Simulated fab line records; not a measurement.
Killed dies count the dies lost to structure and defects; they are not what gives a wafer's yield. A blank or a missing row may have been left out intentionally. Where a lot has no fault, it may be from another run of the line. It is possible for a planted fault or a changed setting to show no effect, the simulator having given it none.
Comparing a struck lot with a sound one / flow sky130 / 15 out of 708 route steps
Sound: these wafers, L393.1, L393.2, L393.4. Struck: wafers L402.3, L402.4, L402.6. Last of all comes the cause.
Each step with rows lists, per side, the tool, then ch with its chambers, then its first start. Under that, the readings that differ: sound wafers / struck wafers / difference of the means / sigmas: that difference in standard deviations of wafers without a fault.
alike: same words and numbers on both sides, and readings whose means sit less than 2 such deviations apart. not compared: any withheld reading, any reading some wafer has no value for, any bound like >300 that may hide the same value, and any number with overlapping values for which the record gives no deviation.
The two part at a step that has a row with sigmas, a row that says differs or no value, or rows on one side only. Non-overlapping numbers with no deviation appear without sigmas and do not part them. A reading that every wafer of one side lacks parts them only if that side has two wafers or more.

SKY_VT_ADJUST_PCH_STRIP_09: strips in O2/N2.
  sound on plasma-asher-04 ch 0,1, day 10 15:05; struck on plasma-asher-02 ch 0,1, day 13 14:07
  alike: drypump-motor-current-A, n2-flow-sccm, oes-product-au, strip-time-to-endpoint-s
  not compared: rf-hours-counter-h
SKY_VT_ADJUST_PCH_TW_MEAS_10:
  struck on film-metro-03, day 13 14:12; sound on film-metro-03, day 10 15:11
  alike: VT_ADJUST_PCH_TW
then, 7 steps without rows for these wafers: SKY_SONOS_TUNNEL_DEHYDRATE_00 (time 60 s); SKY_SONOS_TUNNEL_HMDS_01 (prime time 60 s); SKY_SONOS_TUNNEL_COAT_02 (resist thk 1140 nm); SKY_SONOS_TUNNEL_SOFTBAKE_03 (time 60 s); SKY_SONOS_TUNNEL_EXPOSE_04 (exposes mask TUNM, target cd 410 nm); SKY_SONOS_TUNNEL_PEB_05; SKY_SONOS_TUNNEL_DEVELOP_06 (develop time 60 s).
SKY_SONOS_TUNNEL_CD_MEAS_07: target cd 410 nm.
  struck on cd-sem-01, day 14 14:53; sound on cd-sem-01, day 11 13:25
reading=cd-nm (nm); sound=407.5 405.2 404.6; struck=409.2 412.3 413.7; difference=+6.0; sigmas=+3
SKY_SONOS_TUNNEL_OVL_MEAS_08:
  struck on overlay-02, day 14 14:59; sound on overlay-01, day 11 13:32
  alike: SONOS_TUNNEL_OVL
then, 1 step without rows for these wafers: SKY_SONOS_TUNNEL_IMPLANT_09.
SKY_SONOS_TUNNEL_WET_ETCH_10: etches SiO2 in dHF, target depth 14 nm, time 280 s.
  sound on wet-bench-01 ch 0, day 11 13:47; struck on wet-bench-02 ch 2, day 14 15:09
  no value came back on the struck wafers for bath-heat-duty-pct (%), run-length-s (s); on the sound wafers bath-heat-duty-pct (%) reads 7.6 7.8 7.3
then, 1 step without rows for these wafers: SKY_SONOS_TUNNEL_STRIP_11 (strips in SPM, time 600 s).
-- a jump in the record: the struck wafers' starts before and after are 34 days apart (it breaks off in module SONOS_TUNNEL and resumes in module PAD_OPEN, where the first step shown is number 708 of the route) --
SKY_PAD_OPEN_PROBE_99:
  struck on prober-01, day 48 15:25; sound on prober-02, day 45 21:54
reading=killed-at-front-end; sound=10 6 12; struck=408 432 422; difference=+411; sigmas=+86
reading=killed-dies; sound=90 72 78; struck=492 492 492; difference=+412; sigmas=+44
reading=killed-on-rim; sound=28 15 16; struck=96 96 96; difference=+76; sigmas=+19
  alike: killed_at_M0_to_M3, killed_at_M4_up, killed-at-contacts, killed-at-other, killed-open, killed-short

## WHERE THEY PART
Last at SKY_PAD_OPEN_PROBE_99 as far as this record goes, first at SKY_SONOS_TUNNEL_CD_MEAS_07.

WHY: the cause the simulator had injected
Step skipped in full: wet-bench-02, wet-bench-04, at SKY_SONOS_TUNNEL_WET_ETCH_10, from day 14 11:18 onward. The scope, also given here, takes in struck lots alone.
